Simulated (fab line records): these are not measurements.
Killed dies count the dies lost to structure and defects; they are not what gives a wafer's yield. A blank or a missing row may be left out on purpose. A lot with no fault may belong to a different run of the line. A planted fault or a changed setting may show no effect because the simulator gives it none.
Matching of chambers | flow gf180mcu | cmp-01 running GF_V3_CMP_04: 4 sister chambers
The step polishes SiO2. 18 wafers are shown with their chamber, then 9 later ones without.

== WAFERS, EACH WITH ITS CHAMBER ==
wafer  | chamber | motorCurrentA (A) | timeToEndpointS (s) | slurryFlowMlMin
L778.1 | 2       | 10.6              | 86                  | 149.9
L778.2 | 3       | 11.6              | 79                  | 149.3
L778.3 | 1       | 12.9              | 80                  | 150.0
L780.4 | 0       | 12.1              | 82                  | 149.5
L780.5 | 1       | 12.2              | 85                  | 149.6
L780.6 | 2       | 10.0              | 88                  | 149.8
L782.3 | 0       | 12.3              | 75                  | 150.3
L782.4 | 1       | 11.6              | 82                  | 148.6
L782.5 | 1       | 12.8              | 87                  | 149.2
L784.1 | 1       | 12.6              | 79                  | 150.0
L784.3 | 0       | 12.0              | 84                  | 150.1
L784.6 | 2       | 10.2              | 90                  | 150.7
L789.4 | 3       | 11.1              | 91                  | 150.3
L789.5 | 0       | 12.1              | 75                  | 149.6
L789.6 | 1       | 13.0              | 84                  | 149.8
L792.1 | 0       | 12.2              | 76                  | 150.0
L792.2 | 1       | 12.6              | 76                  | 150.0
L792.5 | 3       | 11.3              | 84                  | 150.3

SIGNATURES, as means of the wafers listed above
reading         | chamber 0 | chamber 1 | chamber 2 | chamber 3 | scatter within a chamber
motorCurrentA   | 12.140    | 12.529    | 10.267    | 11.333    | 0.357
timeToEndpointS | 78.40     | 81.86     | 88.00     | 84.67     | 4.15
slurryFlowMlMin | 149.900   | 149.600   | 150.133   | 149.967   | 0.485
Rule: distance of a wafer from a chamber = root of the sum over the readings of ((wafer's reading minus chamber's mean) / reading's scatter) squared. The wafer belongs to the nearest chamber; if the next one is less than 2 further off, it can't be placed. The scatter: take each reading less its chamber's mean, square it, sum over the shown wafers, divide by the number of wafers less the number of chambers, and take the root.

== WAFERS WITH NO CHAMBER GIVEN ==
wafer  | motorCurrentA (A) | timeToEndpointS (s) | slurryFlowMlMin
L797.1 | 12.0              | 80                  | 149.7
L797.4 | 10.6              | 86                  | 149.4
L797.5 | 10.3              | 91                  | 150.7
L798.1 | 11.2              | 75                  | 149.6
L798.4 | 12.6              | 74                  | 149.5
L798.6 | 10.2              | 85                  | 149.5
L799.1 | 11.6              | 76                  | 149.6
L799.3 | 10.2              | 81                  | 149.7
L799.5 | 11.1              | 86                  | 148.9

== WHICH CHAMBER EACH ONE RAN IN ==
wafer  | from the rows above               | in truth
L797.1 | can't be placed: 0 or 1 or 3      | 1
L797.4 | can't be placed: 2 or 3           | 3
L797.5 | 2                                 | 2
L798.1 | can't be placed: 3 or 0 or 1 or 2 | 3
L798.4 | can't be placed: 0 or 1           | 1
L798.6 | can't be placed: 2 or 3           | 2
L799.1 | can't be placed: 0 or 3 or 1      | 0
L799.3 | can't be placed: 2 or 3           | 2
L799.5 | can't be placed: 3 or 2 or 0      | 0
Correct placement for 1 of the 9. Unplaceable from these rows: 8, with the true chamber sitting among the candidates in 8. Number placed wrongly: 0.
